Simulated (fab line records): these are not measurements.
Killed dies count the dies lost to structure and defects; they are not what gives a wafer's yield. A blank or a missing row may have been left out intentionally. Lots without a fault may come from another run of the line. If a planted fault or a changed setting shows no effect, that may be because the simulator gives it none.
What tool caused it? / flow sky130 / 36 wafers sampled from 12 lots at 1 step of a route of 708

WHAT EACH GAUGE READ, for each wafer
SKY_METAL3_CD_MEAS_13: target cd 300 nm.
lot=L496; measured=day 38 10:08; on=cd sem-01; cd nm (nm)=298.6 299.0 299.0
lot=L498; measured=day 38 15:08; on=cd sem-02; cd nm (nm)=299.6 298.3 298.2
lot=L499; measured=day 38 22:43; on=cd sem-02; cd nm (nm)=297.8 298.3 298.3
lot=L503; measured=day 40 05:38; on=cd sem-02; cd nm (nm)=300.2 299.5 299.1
lot=L502; measured=day 40 09:04; on=cd sem-02; cd nm (nm)=300.2 301.2 300.3
lot=L506; measured=day 41 11:17; on=cd sem-02; cd nm (nm)=301.3 300.5 300.0
lot=L507; measured=day 41 23:28; on=cd sem-02; cd nm (nm)=299.9 298.6 299.2
lot=L508; measured=day 43 17:26; on=cd sem-01; cd nm (nm)=299.9 299.9 300.6
lot=L513; measured=day 44 02:32; on=cd sem-01; cd nm (nm)=299.8 299.7 299.4
lot=L514; measured=day 44 06:32; on=cd sem-01; cd nm (nm)=299.3 300.7 300.6
lot=L518; measured=day 44 23:17; on=cd sem-01; cd nm (nm)=300.5 302.2 301.8
lot=L519; measured=day 45 04:03; on=cd sem-02; cd nm (nm)=300.2 299.3 300.6

TOOL THAT RAN EACH LOT (tool first, then ch and the chambers of the sampled wafers, then the start)
No process step before these readings appears in the record.

WHAT THE TOOLS THEMSELVES READ (means of the sampled wafers that have a number; where no wafer has one, the mark that the record gives instead)
The record holds no such reading with a usual standard deviation.

THE ANSWER, worked out from the rows above alone
Rule: what is usual is taken from the lots themselves. Put in order of their means at a reading, lots are off if they are a third of the lots or fewer, leave a main group of 4 or more, and stand apart from it by a gap of 3 or more times the standard deviation of the main group's means; of several such gaps the widest counts. Not used: any main group whose means are identical at the precision the tables above print for the reading. Also off: a lot with no number at a reading for which 4 or more lots have one. Where the step has rows for the other lots, those lots are counted as sound. The gauges are gone through in route order, then the tools' own readings, and for those a lot's mean is taken as printed above. At the first step where some lot is off, the reading lying furthest off is the one used; lots without a number count as furthest.
None of the lots is off at any reading shown; this tells nothing.

WHAT WAS PUT IN BY THE SIMULATOR
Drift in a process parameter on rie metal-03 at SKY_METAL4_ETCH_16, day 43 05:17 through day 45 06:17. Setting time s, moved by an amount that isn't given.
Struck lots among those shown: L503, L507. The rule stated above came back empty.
